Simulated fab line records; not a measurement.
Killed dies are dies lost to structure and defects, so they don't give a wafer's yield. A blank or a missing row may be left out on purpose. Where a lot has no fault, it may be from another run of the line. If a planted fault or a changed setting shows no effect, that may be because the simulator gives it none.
Matching of chambers || flow sky130 || 4 sister chambers for SKY_PAD_OPEN_ETCH_07 on rie diel-01
The step etches the open film in CF4/O2, stops on AlCu, target depth 725 nm, time 161.1 s. 4 wafers are shown with their chamber, then 9 later ones without.

== WAFERS PAIRED WITH THEIR CHAMBERS ==
{"wafer": "L088.3", "chamber": 3, "drypump motor current A (A)": 5.1}
{"wafer": "L089.1", "chamber": 2, "drypump motor current A (A)": 5.7}
{"wafer": "L089.2", "chamber": 1, "drypump motor current A (A)": 6.1}
{"wafer": "L089.3", "chamber": 0, "drypump motor current A (A)": 6.2}

== WAFERS WITH NO CHAMBER GIVEN ==
{"wafer": "L091.1", "drypump motor current A (A)": 6.0}
{"wafer": "L091.3", "drypump motor current A (A)": 6.2}
{"wafer": "L091.4", "drypump motor current A (A)": 5.1}
{"wafer": "L096.1", "drypump motor current A (A)": 5.1}
{"wafer": "L096.3", "drypump motor current A (A)": 6.0}
{"wafer": "L096.4", "drypump motor current A (A)": 5.7}
{"wafer": "L097.2", "drypump motor current A (A)": 5.1}
{"wafer": "L097.3", "drypump motor current A (A)": 6.2}
{"wafer": "L097.6", "drypump motor current A (A)": 5.7}

== EACH ONE'S CHAMBER ==
{"wafer": "L091.1", "from the rows above": 1, "in truth": 1}
{"wafer": "L091.3", "from the rows above": 0, "in truth": 0}
{"wafer": "L091.4", "from the rows above": 3, "in truth": 3}
{"wafer": "L096.1", "from the rows above": 3, "in truth": 3}
{"wafer": "L096.3", "from the rows above": 1, "in truth": 1}
{"wafer": "L096.4", "from the rows above": 2, "in truth": 2}
{"wafer": "L097.2", "from the rows above": 3, "in truth": 3}
{"wafer": "L097.3", "from the rows above": 0, "in truth": 0}
{"wafer": "L097.6", "from the rows above": 2, "in truth": 2}
Correctly placed: 9 of 9. From these rows, 0 cannot be placed. Placed wrongly: 0.
How it was worked out, from the rows above alone: a wafer's distance from a chamber is the root of the sum, over the readings, of the square of ((its reading less the chamber's mean) divided by the reading's scatter). If the next closest chamber is less than 2 further off than the closest, the wafer can't be placed; otherwise it belongs to the closest. Each chamber's mean is taken over the wafers shown for it. The scatter: root of mean squared gap, hidden wafer to nearest shown wafer, with one shown wafer a chamber.
